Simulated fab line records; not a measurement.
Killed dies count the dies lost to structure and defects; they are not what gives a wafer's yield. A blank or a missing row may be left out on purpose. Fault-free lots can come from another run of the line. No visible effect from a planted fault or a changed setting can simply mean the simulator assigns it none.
Matching of chambers | flow gf180mcu | GF_STI_ETCH_13 on rie-diel-03 has 4 sister chambers
The step etches the open film in CHF3/O2, stops on Si, target depth 282.31 nm, time 112.9 s. 8 wafers are shown with their chamber, then 7 later ones without.

## EACH WAFER AND ITS CHAMBER
wafer  | chamber | drypump-motor-current-A (A) | throttle-valve-pct (%)
L913.2 | 3       | 5.7                         | 8.816
L918.5 | 3       | 5.7                         | 8.817
L922.2 | 1       | 6.0                         | 8.818
L922.6 | 1       | 6.0                         | 8.799
L925.1 | 0       | 6.1                         | 8.821
L925.6 | 2       | 5.2                         | 8.808
L926.1 | 0       | 6.0                         | 8.801
L926.2 | 2       | 5.2                         | 8.811

## WAFERS WITH NO CHAMBER GIVEN
wafer  | drypump-motor-current-A (A) | throttle-valve-pct (%)
L926.3 | 5.7                         | 8.816
L927.2 | 6.1                         | 8.788
L927.3 | 5.7                         | 8.809
L927.5 | 6.0                         | 8.801
L931.1 | 5.2                         | 8.820
L931.3 | 5.7                         | 8.809
L931.6 | 5.2                         | 8.809

## THE CHAMBER EACH PASSED THROUGH
wafer  | from the rows above     | in truth
L926.3 | 3                       | 3
L927.2 | can't be placed: 0 or 1 | 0
L927.3 | 3                       | 3
L927.5 | can't be placed: 1 or 0 | 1
L931.1 | 2                       | 2
L931.3 | 3                       | 3
L931.6 | 2                       | 2
Placed correctly: 5 of 7. Not placeable from these rows: 2 (in 2, the candidates include the true chamber). 0 placed wrongly.
How it was worked out, from the rows above alone: a wafer's distance from a chamber is the root of the sum, over the readings, of the square of ((its reading less the chamber's mean) divided by the reading's scatter). If the next closest chamber is less than 2 further off than the closest, the wafer can't be placed; otherwise it belongs to the closest. A chamber's mean is the mean of its shown wafers. The scatter: the root of (the sum of the squares of (reading less its chamber's mean) over the shown wafers, divided by (wafers less chambers)).
